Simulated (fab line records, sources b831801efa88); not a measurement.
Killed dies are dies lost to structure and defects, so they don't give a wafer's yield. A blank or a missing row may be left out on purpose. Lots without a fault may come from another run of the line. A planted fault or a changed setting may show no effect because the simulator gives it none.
fab line records | flow sky130
record lots=6 wafers=18 last_day=50
route steps=708 shown VIA1@471 METAL2@483 PAD_OPEN@708
lots that met no fault: from a run of the same line without faults
start_h: hours from the record's first day to the start of the lot's first wafer shown | wait_h: hours since the lot's step before | " the same as in the row above | L1.1+2: a row that stands for several wafers | - no value, or no start given | * or withheld: withheld | < > ~ a bound
route shown NAME@n: a module of which the file shows steps, and the number in the route of the first | usual: mean/standard deviation of fault-free wafers | same: alike in all rows | chamber/n: place in a boat | sites: the reading at each site | _std_site: their standard deviation | _edge_site: outer sites' mean less inner sites' | radius_mm: how far each site lies from the wafer's centre | mask NAME#n: copy n | behind: the tool/chamber that last shaped the wafer | hold: why the lot was held/for how many hours/how that ended | device: the transistor (n, p or np) that didn't switch | end of line: the same wafers' tests at the end of the route | a step without rows: its recipe alone | killed: dies lost to structure and defects at the first sort, not the wafer's yield | map: a wafer's dies, x killed, . not, _ none there
set.NAME: the setting as run; set.NAME@STEP: as run at that earlier step | model.NAME: the simulator's own value behind a step, which no gauge read
lots at some steps of the route; a table a step, a row a wafer
services: from which hour (start_h, from the record's first day; less than 0 if before it) a tool's chamber was out of use, for how many hours, and why
## steps
# step SKY_VIA1_OVL_MEAS_13
# usual VIA1_OVL=0/4.8
# columns lot.wafer tool chamber start_h wait_h VIA1_OVL[nm]
L319.1 overlay-01 - 832.06 0.1 2
L319.4 " - " " -1
L319.6 " - " " 6
L320.3 overlay-02 - 841.90 0.1 -3
L320.5 " - " " 1
L320.6 " - " " -5
L326.1 overlay-01 - 887.04 0.1 3
L326.4 " - " " 0
L326.6 " - " " 4
L330.3 overlay-01 - 912.98 0.1 0
L330.5 " - " " 0
L330.6 " - " " 6
L331.2 overlay-01 - 914.80 0.1 3
L331.4 " - " " -2
L331.6 " - " " -2
L334.4 overlay-02 - 953.61 0.1 -5
L334.5 " - " " -6
L334.6 " - " " -10
# step SKY_VIA1_ETCH_14
# recipe chemistry=N2/H2 target=BARC ion_energy_ev=200 source_w=500 bias_w=100 pressure_mtorr=30 n2_flow_sccm=100 h2_flow_sccm=200 stop_on=SiO2 time_s=45.9 target_depth_a=600
# step SKY_VIA1_ETCH_15
# recipe target=SiO2 chemistry=C4F8/O2/Ar target_depth_nm=351 stop_on=TiN mask_material=KrF-thick source_w=1500 bias_w=1200 pressure_mtorr=40 c4f8_flow_sccm=withheld O2_flow_sccm=6 Ar_flow_sccm=300 time_s=54
# usual chamber_pressure_mTorr=40.00/0.035 oes_product_au=0.981/0.0051 rf_fwd_power_W=1486/6.4
# columns lot.wafer tool chamber start_h wait_h chamber_pressure_mTorr oes_product_au rf_fwd_power_W rf_hours_counter_h
L319.1 rie_diel-03 2 832.14 0.0 39.98 0.986 1489 5
L319.4 " 3 " " 39.98 0.978 1485 7
L319.6 " 0 " " 40.01 0.977 1485 -
L320.3 rie_diel-04 2 841.97 0.0 40.06 0.991 1483 11
L320.5 " 1 " " 40.01 0.981 1492 -
L320.6 " 0 " " 40.06 0.972 1473 -
L326.1 rie_diel-01 0 887.12 0.0 39.95 0.977 1485 18
L326.4 " 0 " " 40.00 0.979 1483 -
L326.6 " 1 " " 39.93 0.983 1484 -
L330.3 rie_diel-03 3 913.05 0.0 40.02 0.980 1479 9
L330.5 " 3 " " 39.97 0.989 1484 -
L330.6 " 2 " " 40.00 0.986 1497 -
L331.2 rie_diel-04 3 914.87 0.0 39.96 0.981 1496 5
L331.4 " 1 " " 39.98 0.977 1484 6
L331.6 " 3 " " 39.98 0.981 1489 -
L334.4 rie_diel-04 2 953.69 0.0 39.96 0.981 1487 -
L334.5 " 3 " " 40.01 0.986 1491 -
L334.6 " 0 " " 40.02 0.983 1483 -
# step SKY_VIA1_STRIP_16
# recipe chemistry=O2/N2 power_w=1400 pressure_mtorr=1500 platen_temp_c=withheld o2_flow_sccm=3000 n2_flow_sccm=300 overash_fraction=0.5
# usual chamber_pressure_mTorr=1499.8/1.6 drypump_motor_current_A=5.78/0.13 oes_product_au=0.416/0.0048 strip_time_to_endpoint_s=4.461/0.028
# columns lot.wafer tool chamber start_h wait_h chamber_pressure_mTorr drypump_motor_current_A oes_product_au rf_hours_counter_h strip_time_to_endpoint_s
L319.1 plasma_asher-02 0 832.19 0.0 1500.6 5.68 0.418 9 4.474
L319.4 " 0 " " 1499.9 5.70 0.415 - 4.517
L319.6 " 1 " " 1501.2 5.88 0.412 - 4.519
L320.3 plasma_asher-01 1 842.05 0.1 1498.5 5.72 0.419 - 4.441
L320.5 " 0 " " 1499.4 5.61 0.420 - 4.502
L320.6 " 1 " " 1499.6 5.72 0.402 - 4.486
L326.1 plasma_asher-01 1 887.17 0.0 1497.5 5.73 0.416 42 4.506
L326.4 " 1 " " 1501.3 5.72 0.417 - 4.494
L326.6 " 0 " " 1498.3 5.64 0.420 - 4.452
L330.3 plasma_asher-01 0 913.13 0.1 1500.4 5.62 0.416 - 4.457
L330.5 " 0 " " 1501.3 5.61 0.423 - 4.464
L330.6 " 1 " " 1500.0 5.71 0.417 - 4.444
L331.2 plasma_asher-01 0 914.92 0.0 1499.1 5.63 0.419 45 4.465
L331.4 " 1 " " 1500.0 5.72 0.420 - 4.497
L331.6 " 1 " " 1499.8 5.72 0.425 - 4.461
L334.4 plasma_asher-04 1 953.75 0.0 1498.7 5.93 0.417 - 4.444
L334.5 " 1 " " 1500.8 5.92 0.418 - 4.445
L334.6 " 0 " " 1498.8 5.92 0.411 - 4.476
# step SKY_VIA1_STRIP_17
# recipe chemistry=post_etch_residue_remover time_s=1200 temp_c=72.5
# step SKY_VIA1_CLEAN_18
# recipe chemistry=IPA time_s=180 temp_c=25
# step SKY_VIA1_CLEAN_19
# recipe chemistry=O3/DIW dry=n2_spin
# step SKY_VIA1_SPUTTER_20
# recipe material=TiN target_thk_nm=20 chamber_pressure_pa=5 power_w=4000 time_s=80
# step SKY_VIA1_CVD_21
# recipe material=W target_thk_nm=270 time_s=80.902 temp_c=400 pressure_torr=40
# usual heater_power_w=847/100
# columns lot.wafer tool chamber start_h wait_h heater_power_w
L319.1 cvd_w-02 1 832.85 0.0 737
L319.4 " 0 " " 915
L319.6 " 0 " " 910
L320.3 cvd_w-02 1 842.71 0.1 723
L320.5 " 1 " " 746
L320.6 " 0 " " 935
L326.1 cvd_w-01 0 887.82 0.0 845
L326.4 " 0 " " 838
L326.6 " 1 " " 1012
L330.3 cvd_w-02 0 913.78 0.1 921
L330.5 " 1 " " 743
L330.6 " 0 " " 901
L331.2 cvd_w-02 1 915.57 0.0 739
L331.4 " 1 " " 733
L331.6 " 1 " " 733
L334.4 cvd_w-01 0 954.40 0.1 768
L334.5 " 1 " " 881
L334.6 " 0 " " 773
# step SKY_VIA1_RS_MEAS_22
# recipe thk_meas_gauge=four-point-probe reads=W_of_VIA1_CVD_21+TiN_of_VIA1_SPUTTER_20
# usual VIA1_W_RS=0.423/0.0068
# columns lot.wafer tool chamber start_h wait_h VIA1_W_RS[ohm/sq]
L319.1 film_metro-01 - 832.94 0.1 0.418
L319.4 " - " " 0.428
L319.6 " - " " 0.426
L320.3 film_metro-03 - 842.81 0.1 0.419
L320.5 " - " " 0.412
L320.6 " - " " 0.437
L326.1 film_metro-02 - 887.91 0.1 0.428
L326.4 " - " " 0.430
L326.6 " - " " 0.427
L330.3 film_metro-03 - 913.88 0.1 0.429
L330.5 " - " " 0.420
L330.6 " - " " 0.431
L331.2 film_metro-02 - 915.68 0.1 0.415
L331.4 " - " " 0.411
L331.6 " - " " 0.412
L334.4 film_metro-01 - 954.52 0.1 0.424
L334.5 " - " " 0.426
L334.6 " - " " 0.429
# step SKY_VIA1_THK_MEAS_23
# recipe thk_meas_gauge=xrf reads=W_of_VIA1_CVD_21
# usual VIA1_W_THK=266/4.6
# columns lot.wafer tool chamber start_h wait_h VIA1_W_THK[nm]
L319.1 film_metro-01 - 833.06 0.1 267
L319.4 " - " " 261
L319.6 " - " " 260
L320.3 film_metro-03 - 842.91 0.1 268
L320.5 " - " " 273
L320.6 " - " " 257
L326.1 film_metro-02 - 888.03 0.1 263
L326.4 " - " " 262
L326.6 " - " " 265
L330.3 film_metro-03 - 913.98 0.1 262
L330.5 " - " " 266
L330.6 " - " " 263
L331.2 film_metro-02 - 915.79 0.1 273
L331.4 " - " " 275
L331.6 " - " " 276
L334.4 film_metro-01 - 954.61 0.1 263
L334.5 " - " " 262
L334.6 " - " " 262
# step SKY_VIA1_CMP_24
# recipe stop_on=SiO2 t_overpolish_s=15 down_force_psi=3.5 platen_rpm=60 target_thk_nm=0 pad_velocity_m_s=0.94248
# usual motor_current_A=10.9/0.93 overpolish_run_s=15.000/0.0095 time_to_endpoint_s=65/3
# same t_overpolish_s=15
# columns lot.wafer tool chamber start_h wait_h motor_current_A overpolish_run_s time_to_endpoint_s
L319.1 cmp-02 2 833.17 0.1 10.7 14.993 60
L319.4 " 3 " " 11.2 15.009 62
L319.6 " 1 " " 10.8 14.997 64
L320.3 cmp-02 2 843.00 0.1 9.9 15.000 65
L320.5 " 1 " " 11.0 15.014 73
L320.6 " 2 " " 10.4 15.002 60
L326.4 cmp-01 2 888.09 0.0 12.4 15.006 65
L326.1 " 1 " " 11.3 15.000 68
L326.6 " 3 " " 10.3 15.009 64
L330.3 cmp-01 0 914.02 0.0 9.9 15.004 61
L330.5 " 0 " " 10.0 15.017 66
L330.6 " 1 " " 11.3 15.003 64
L331.4 cmp-01 1 915.84 0.0 11.2 15.005 67
L331.2 " 2 " " 11.5 14.999 61
L331.6 " 1 " " 10.5 15.004 65
L334.4 cmp-02 1 954.79 0.2 10.3 15.000 71
L334.5 " 2 " " 10.1 14.981 63
L334.6 " 3 " " 11.6 14.999 63
# step SKY_METAL2_SPUTTER_00
# recipe material=Ti target_thk_nm=15 power_w=3000 time_s=10 chamber_pressure_pa=0.4
# usual throttle_valve_pct=29.8/0.65
# columns lot.wafer tool chamber start_h wait_h throttle_valve_pct model.Ti_of_METAL2_SPUTTER_00.thk_nm
L319.1 pvd_sputter-03 - 833.42 0.2 29.7 22.57
L319.4 " - " " 29.3 22.59
L319.6 " - " " 31.3 22.68
L320.3 pvd_sputter-03 - 843.25 0.2 29.8 22.84
L320.5 " - " " 29.3 22.92
L320.6 " - " " 30.4 22.92
L326.1 pvd_sputter-01 - 888.39 0.1 30.0 15.16
L326.4 " - " " 30.0 14.65
L326.6 " - " " 28.8 14.95
L330.3 pvd_sputter-02 - 914.32 0.2 29.7 14.73
L330.5 " - " " 30.4 14.69
L330.6 " - " " 29.1 14.65
L331.2 pvd_sputter-03 - 916.14 0.2 29.4 15.22
L331.4 " - " " 30.2 15.32
L331.6 " - " " 30.1 15.25
L334.4 pvd_sputter-03 - 954.94 0.1 31.1 14.76
L334.5 " - " " 31.2 14.92
L334.6 " - " " 29.8 14.8
# step SKY_METAL2_SPUTTER_01
# recipe material=TiN target_thk_nm=20 power_w=6500 time_s=16.7 chamber_pressure_pa=0.4
# usual throttle_valve_pct=29.9/0.65
# columns lot.wafer tool chamber start_h wait_h throttle_valve_pct
L319.1 pvd_sputter-03 - 833.44 0.0 29.6
L319.4 " - " " 29.4
L319.6 " - " " 30.9
L320.3 pvd_sputter-03 - 843.27 0.0 29.8
L320.5 " - " " 29.4
L320.6 " - " " 30.3
L326.1 pvd_sputter-01 - 888.42 0.0 30.0
L326.4 " - " " 30.2
L326.6 " - " " 28.8
L330.3 pvd_sputter-02 - 914.34 0.0 29.6
L330.5 " - " " 30.5
L330.6 " - " " 29.3
L331.2 pvd_sputter-03 - 916.17 0.0 29.6
L331.4 " - " " 30.3
L331.6 " - " " 30.2
L334.4 pvd_sputter-03 - 954.97 0.0 31.4
L334.5 " - " " 30.9
L334.6 " - " " 29.9
# step SKY_PAD_OPEN_PROBE_99
# usual defect_limited_yield=82.5/2.1 killed_at_M0_to_M3=43/7.7 killed_at_M4_up=2.9/1.9 killed_at_contacts=24/5.9 killed_at_front_end=16/5.1 killed_at_other=0.3/0.63 killed_dies=86/10 killed_open=47/7.6 killed_short=39/6.8 sort_bin_3_pad_short=0.8/0.44 sort_bin_5_function=10.4/1.6 sort_bin_6_memory=6.3/1.1 sort_n_pass=406/10 sort_yield_pct=82.5/2.1
# same gross_dies=492 killed_at_back_side=0 sort_bin_4_leakage[%]=0 sort_bin_8_speed[%]=0
# columns lot.wafer tool chamber start_h wait_h defect_limited_yield[%] killed_at_M0_to_M3 killed_at_M4_up killed_at_contacts killed_at_front_end killed_at_other killed_dies killed_open killed_short sort_bin_3_pad_short[%] sort_bin_5_function[%] sort_bin_6_memory[%] sort_n_pass sort_yield_pct[%]
L326.1 prober-02 - 1147.76 0.1 83.1 49 1 22 11 0 83 44 39 1.2 10.0 5.7 409 83.1
L326.4 prober-02 - 1147.91 0.2 82.7 41 0 26 17 1 85 41 44 2.2 10.6 4.5 407 82.7
L326.6 prober-02 - 1148.01 0.2 81.9 43 5 25 15 1 89 58 31 1.0 10.2 6.9 403 81.9
# killed by level:class
L326.1 VIA1:geometric_particle:open=8 LI_CONTACT:geometric_particle:open=8 VIA3:geometric_particle:open=8 VIA1:geometric_particle:short=7 METAL1:geometric_particle:short=7 VIA2:geometric_particle:open=7 FIELD_ISO:geometric_particle:short=6 LOCAL_INTERCONNECT:geometric_particle:short=4
L326.4 METAL2:geometric_particle:short=8 VIA3:geometric_particle:open=7 VIA1:geometric_particle:open=7 LI_CONTACT:geometric_particle:open=6 CONTACT:geometric_particle:open=6 VIA1:geometric_particle:short=6 CONTACT:geometric_particle:short=5 METAL1:geometric_particle:short=5
L326.6 VIA1:geometric_particle:open=14 LI_CONTACT:geometric_particle:open=10 FIELD_ISO:geometric_particle:open=7 CONTACT:geometric_particle:open=7 VIA2:geometric_particle:open=6 CONTACT:geometric_particle:short=5 METAL1:geometric_particle:short=5 METAL4:geometric_particle:short=5
## services
# columns tool chamber start_h hours kind
rie_diel-01 - 834.33 14.6 pm
rie_diel-03 - 837.37 0.8 repair
cmp-02 - 844.24 2.1 repair
cmp-02 - 847.73 1.6 repair
cmp-01 - 858.16 1.7 repair
rie_diel-03 2 862.82 3.9 repair
cmp-01 - 865.34 2.3 pm
plasma_asher-01 - 868.92 4.0 repair
pvd_sputter-01 - 871.75 0.5 repair
plasma_asher-01 - 873.64 1.2 repair
pvd_sputter-03 - 887.45 2.3 repair
cmp-02 - 893.34 0.5 repair
cmp-02 - 900.93 1.7 repair
plasma_asher-01 - 901.61 2.8 pm
cvd_w-01 - 904.00 14.0 pm
pvd_sputter-02 - 904.63 8.7 repair
cmp-02 - 912.00 4.0 pm
cmp-02 - 916.00 7.4 pm
pvd_sputter-01 - 916.74 1.0 repair
rie_diel-03 2 918.66 5.6 repair
cmp-01 - 927.79 3.9 repair
cmp-01 - 930.71 2.6 repair
cvd_w-02 - 935.85 2.8 pm
rie_diel-04 1 949.37 11.5 repair
## key
first_sign none at tools or gauges
model_effect step=SKY_METAL2_SPUTTER_00 value=Ti_of_METAL2_SPUTTER_00.thk_nm without=15.33 struck=22.75
met_at SKY_METAL2_SPUTTER_00
struck_wafers L319.1,L319.4,L319.6,L320.3,L320.5,L320.6
fault kind=process_parameter_drift tool=pvd_sputter-03 chamber=- onset_h=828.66 steps=SKY_METAL2_SPUTTER_00 channel=target_thk_nm offset=7.4187 shape=step end_h=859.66 acts_in=these_recipes_only stated=15
